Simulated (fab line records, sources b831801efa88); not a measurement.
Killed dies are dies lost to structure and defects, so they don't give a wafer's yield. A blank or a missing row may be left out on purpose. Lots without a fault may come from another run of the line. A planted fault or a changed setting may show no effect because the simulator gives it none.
Chamber matching | flow gf180mcu | GF_STI_ETCH_14 on rie_si-01: 4 sister chambers
The step etches Si in HBr/Cl2/O2, target depth 360 nm, time 102.9 s. 4 wafers are shown with their chamber, then 8 later ones without.

WAFERS WITH THEIR CHAMBER
wafer  | chamber | drypump_motor_current_A (A)
L824.1 | 1       | 5.90
L824.6 | 2       | 6.11
L825.4 | 0       | 5.86
L828.3 | 3       | 6.07

WAFERS WITHOUT THEIR CHAMBER
wafer  | drypump_motor_current_A (A)
L828.4 | 5.91
L828.6 | 5.89
L829.1 | 6.06
L829.3 | 6.07
L829.6 | 5.90
L838.2 | 5.86
L838.4 | 6.10
L838.5 | 5.89

WHICH CHAMBER EACH WENT THROUGH
wafer  | from the rows above | in truth
L828.4 | 1                   | 1
L828.6 | 1                   | 1
L829.1 | 3                   | 3
L829.3 | 3                   | 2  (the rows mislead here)
L829.6 | 1                   | 1
L838.2 | 0                   | 0
L838.4 | 2                   | 2
L838.5 | 1                   | 1
Placed correctly: 7 of 8. Can't be placed from these rows: 0. Placed wrongly: 1.
How it was worked out, from the rows above alone: a wafer's distance from a chamber is the root of the sum, over the readings, of the square of ((its reading less the chamber's mean) divided by the reading's scatter). The wafer belongs to the nearest chamber; if the next one is less than 2 further off, it can't be placed. A chamber's mean is the mean of its shown wafers. The scatter: with one shown wafer a chamber, the root of the mean of the squares of how far each hidden wafer lies from its nearest shown one.
